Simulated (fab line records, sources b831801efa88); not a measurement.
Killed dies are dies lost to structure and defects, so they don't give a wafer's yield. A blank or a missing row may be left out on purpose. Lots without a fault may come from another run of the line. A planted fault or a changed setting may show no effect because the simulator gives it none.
A struck lot beside a sound one | flow sky130 | 16 steps out of a route of 708
Sound: wafers L796.2, L796.4, L796.6. Struck: wafer L801.4. (L801.6 of the same lot was not struck and is left out.) The cause comes at the end.
At each step with rows: each side's tool, then ch and its chambers, then its first start. Under that, the readings that differ: sound wafers | struck wafers | difference of the means | sigmas: that difference in standard deviations of wafers without a fault.
alike: readings whose means differ by less than 2 such deviations, and words and numbers that are the same on both sides. not compared: withheld readings, readings that some wafer has no value for, bounds like >300 that may hide the same value, and numbers for which the record gives no deviation and whose values overlap.
The two part at a step that has a row with sigmas, a row that says differs or no value, or rows on one side only. Numbers that don't overlap but have no deviation are shown without sigmas and don't part them. A reading that every wafer of one side lacks parts them only if that side has two wafers or more.

first, 7 steps without rows for these wafers: SKY_METAL4_HMDS_06 (prime time 60 s); SKY_METAL4_COAT_07 (resist thk 60 nm); SKY_METAL4_COAT_08 (resist thk 1140 nm); SKY_METAL4_SOFTBAKE_09 (time 90 s); SKY_METAL4_EXPOSE_10 (exposes mask MM4, target cd 300 nm); SKY_METAL4_PEB_11; SKY_METAL4_DEVELOP_12 (develop time 60 s).
SKY_METAL4_CD_MEAS_13: target cd 300 nm.
  sound on cd_sem-02, day 43 00:52; struck on cd_sem-02, day 44 11:48
  reading    | sound             | struck | difference | sigmas
  cd_nm (nm) | 302.3 301.9 302.2 | 299.5  | -2.6       | -2
SKY_METAL4_OVL_MEAS_14:
  sound on overlay-01, day 43 00:58; struck on overlay-01, day 44 11:53
  alike: METAL4_OVL
SKY_METAL4_DESCUM_15: chemistry O2, time 8 s.
  sound on rie_metal-02 ch 0,1, day 43 00:59; struck on rie_metal-02 ch 1, day 44 11:54
  alike: drypump_motor_current_A, oes_product_au
  not compared: rf_hours_counter_h
SKY_METAL4_ETCH_16: etches BARC in N2/H2, stops on SiO2, time 88.2 s, target depth 60 nm.
  sound on rie_metal-02 ch 0,1, day 43 01:02; struck on rie_metal-02 ch 1, day 44 11:58
  alike: drypump_motor_current_A, oes_product_au, throttle_valve_pct
  not compared: rf_hours_counter_h
SKY_METAL4_ETCH_17: etches SiO2 in C4F8/O2/Ar, stops on TiN, time 3.9 s, target depth 15 nm.
  sound on rie_diel-01 ch 1,2, day 43 01:07; struck on rie_diel-01 ch 2, day 44 12:01
  alike: oes_product_au
SKY_METAL4_METAL_ETCH_18: etches the open film in Cl2/BCl3, stops on SiO2, target depth 845 nm, time 183.1 s.
  sound on rie_metal-01 ch 0,1, day 43 01:08; struck on rie_metal-01 ch 1, day 44 12:06
  reading                                       | sound             | struck  | difference | sigmas
  oes_product_au (a.u.)                         | 0.867 0.869 0.872 | 0.766   | -0.103     | -18
  over_etch_frac                                | 0.3 0.3 0.3       | 0.63441 | +0.33441   |
  model.KrF-thick_of_METAL4_COAT_08.thk_nm (nm) | 525.5 525.7 517.5 | 386.9   | -136.0     |
  model.METAL4.cd_nm (nm)                       | 302.9 302.1 302.9 | 285.9   | -16.7      |
  model.SiO2_of_VIA3_HDPCVD_00.thk_nm (nm)      | 435.5 435.7 436.2 | 428.7   | -7.1       |
  alike: bcl3_flow_sccm, drypump_motor_current_A, throttle_valve_pct
  not compared: rf_hours_counter_h
SKY_METAL4_STRIP_19: strips in O2/N2.
  sound on plasma_asher-02 ch 1, day 43 01:19; struck on plasma_asher-01 ch 0, day 44 12:15
  reading                      | sound             | struck | difference | sigmas
  drypump_motor_current_A (A)  | 4.9 4.8 4.9       | 5.9    | +1.0       | +3
  oes_product_au (a.u.)        | 0.504 0.502 0.497 | 0.443  | -0.058     | -12
  strip_time_to_endpoint_s (s) | 6.52 6.51 6.46    | 5.12   | -1.38      | -23
  not compared: rf_hours_counter_h
then, 2 steps without rows for these wafers: SKY_METAL4_STRIP_20 (strips in post etch residue remover, time 1200 s); SKY_PAD_OPEN_PROBE_99.

WHERE THEY PART
First at SKY_METAL4_CD_MEAS_13; last, within this record, at SKY_METAL4_STRIP_19.

WHY: what the simulator had put in
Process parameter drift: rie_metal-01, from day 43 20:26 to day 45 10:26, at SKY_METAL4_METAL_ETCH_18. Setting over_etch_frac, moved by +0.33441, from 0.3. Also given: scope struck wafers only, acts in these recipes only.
